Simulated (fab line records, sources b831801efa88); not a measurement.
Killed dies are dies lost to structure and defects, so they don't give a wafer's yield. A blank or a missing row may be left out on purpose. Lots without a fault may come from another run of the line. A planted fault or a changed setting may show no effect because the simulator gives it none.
Tool commonality check | flow gf180mcu | 12 lots, 36 wafers sampled

WHY IT WAS OPENED
At GF_HV_LDD_TW_MEAS_38 the reading HV_LDD_3_TW is flagged on 1 of 12 lots. Wafers without a fault read 1448, standard deviation 22.
Rule: a lot is flagged when every wafer of it that has a number lies more than 4 standard deviations from that mean, or none has a number. The other lots count as sound.

lot  | measured     | on            | HV_LDD_3_TW, wafer by wafer | flag
L901 | day 11 13:56 | film_metro-04 | 1429 1429 1431              |
L902 | day 11 19:10 | film_metro-01 | 1464 1463 1457              |
L903 | day 12 03:34 | film_metro-01 | 1475 1471 1471              |
L904 | day 12 15:32 | film_metro-01 | 1465 1476 1471              |
L909 | day 14 05:15 | film_metro-01 | 1462 1469 1464              |
L912 | day 15 08:59 | film_metro-04 | 1309 1304 1301              | FLAGGED
L917 | day 16 19:32 | film_metro-03 | 1431 1421 1427              |
L918 | day 16 21:43 | film_metro-01 | 1464 1464 1464              |
L920 | day 17 19:27 | film_metro-01 | 1464 1475 1468              |
L921 | day 18 00:55 | film_metro-03 | 1431 1429 1427              |
L922 | day 18 08:55 | film_metro-03 | 1421 1428 1426              |
L923 | day 18 15:04 | film_metro-04 | 1416 1421 1418              |
The numbers of the flagged lots are 1305 on average: -143 against the usual, or -7 standard deviations.

WHICH TOOL RAN EACH LOT
The record holds 2 process steps before the reading, out of a route of 602 steps. In each cell: the tool, then ch and the chambers that the sampled wafers went through, then the start.
lot  | flag    | GF_HV_LDD_STRIP_22                   | GF_HV_LDD_STRIP_37
L901 |         | plasma_asher-03 ch 0,1, day 10 19:17 | plasma_asher-01 ch 0,1, day 11 13:50
L902 |         | plasma_asher-01 ch 0,1, day 11 00:29 | plasma_asher-03 ch 0,1, day 11 19:04
L903 |         | plasma_asher-02 ch 0,1, day 11 08:20 | plasma_asher-01 ch 0,1, day 12 03:28
L904 |         | plasma_asher-03 ch 0,1, day 11 19:41 | plasma_asher-02 ch 0,1, day 12 15:26
L909 |         | plasma_asher-01 ch 0,1, day 13 08:03 | plasma_asher-02 ch 0,1, day 14 05:09
L912 | FLAGGED | plasma_asher-01 ch 0,1, day 14 10:50 | plasma_asher-01 ch 0,1, day 15 08:52
L917 |         | plasma_asher-02 ch 0,1, day 15 21:04 | plasma_asher-02 ch 0,1, day 16 19:26
L918 |         | plasma_asher-03 ch 0,1, day 15 23:03 | plasma_asher-03 ch 0,1, day 16 21:37
L920 |         | plasma_asher-01 ch 0,1, day 16 19:38 | plasma_asher-03 ch 0,1, day 17 19:20
L921 |         | plasma_asher-01 ch 0,1, day 17 01:22 | plasma_asher-02 ch 0,1, day 18 00:49
L922 |         | plasma_asher-01 ch 0,1, day 17 08:41 | plasma_asher-03 ch 0,1, day 18 08:49
L923 |         | plasma_asher-02 ch 0,1, day 17 15:16 | plasma_asher-01 ch 0,1, day 18 14:58
What these steps do:
- GF_HV_LDD_STRIP_22: strips in O2/N2.
- GF_HV_LDD_STRIP_37: strips in O2/N2.
- GF_HV_LDD_TW_MEAS_38

FLAGGED OVER TOTAL, TOOL BY TOOL (the gauges that took the reading come last)
step                 | tool            | lots run | flagged | share of the flagged lots | sound lots run after its first flagged lot
GF_HV_LDD_STRIP_22   | plasma_asher-01 | 6        | 1       | all                       | 3 (L920,L921,L922)
GF_HV_LDD_STRIP_22   | plasma_asher-02 | 3        | 0       | none                      | -
GF_HV_LDD_STRIP_22   | plasma_asher-03 | 3        | 0       | none                      | -
GF_HV_LDD_STRIP_37   | plasma_asher-01 | 4        | 1       | all                       | 1 (L923)
GF_HV_LDD_STRIP_37   | plasma_asher-02 | 4        | 0       | none                      | -
GF_HV_LDD_STRIP_37   | plasma_asher-03 | 4        | 0       | none                      | -
GF_HV_LDD_TW_MEAS_38 | film_metro-01   | 6        | 0       | none                      | -
GF_HV_LDD_TW_MEAS_38 | film_metro-03   | 3        | 0       | none                      | -
GF_HV_LDD_TW_MEAS_38 | film_metro-04   | 3        | 1       | all                       | 1 (L923)

WHAT THE TABLE ALLOWS
3 rows of the table ran every flagged lot: plasma_asher-01 at GF_HV_LDD_STRIP_22, plasma_asher-01 at GF_HV_LDD_STRIP_37, film_metro-04 at GF_HV_LDD_TW_MEAS_38.
- plasma_asher-01 at GF_HV_LDD_STRIP_22: 1 of its 6 lots flagged. Sound lots ran on it after the first flagged one (L920, L921, L922), which a lasting fault on the whole tool wouldn't allow. Its own readings lie more than 4 standard deviations out on every wafer of the flagged lots: oes_product_au.
- plasma_asher-01 at GF_HV_LDD_STRIP_37: 1 of its 4 lots flagged. Sound lots ran on it after the first flagged one (L923), which a lasting fault on the whole tool wouldn't allow. Its own readings lie more than 4 standard deviations out on every wafer of the flagged lots: strip_time_to_endpoint_s.
- film_metro-04 at GF_HV_LDD_TW_MEAS_38: 1 of its 3 lots flagged. Sound lots ran on it after the first flagged one (L923), which a lasting fault on the whole tool wouldn't allow.
No row of the table ran every flagged lot and no sound lot after the first.

WHAT THE SIMULATOR HAD PUT IN
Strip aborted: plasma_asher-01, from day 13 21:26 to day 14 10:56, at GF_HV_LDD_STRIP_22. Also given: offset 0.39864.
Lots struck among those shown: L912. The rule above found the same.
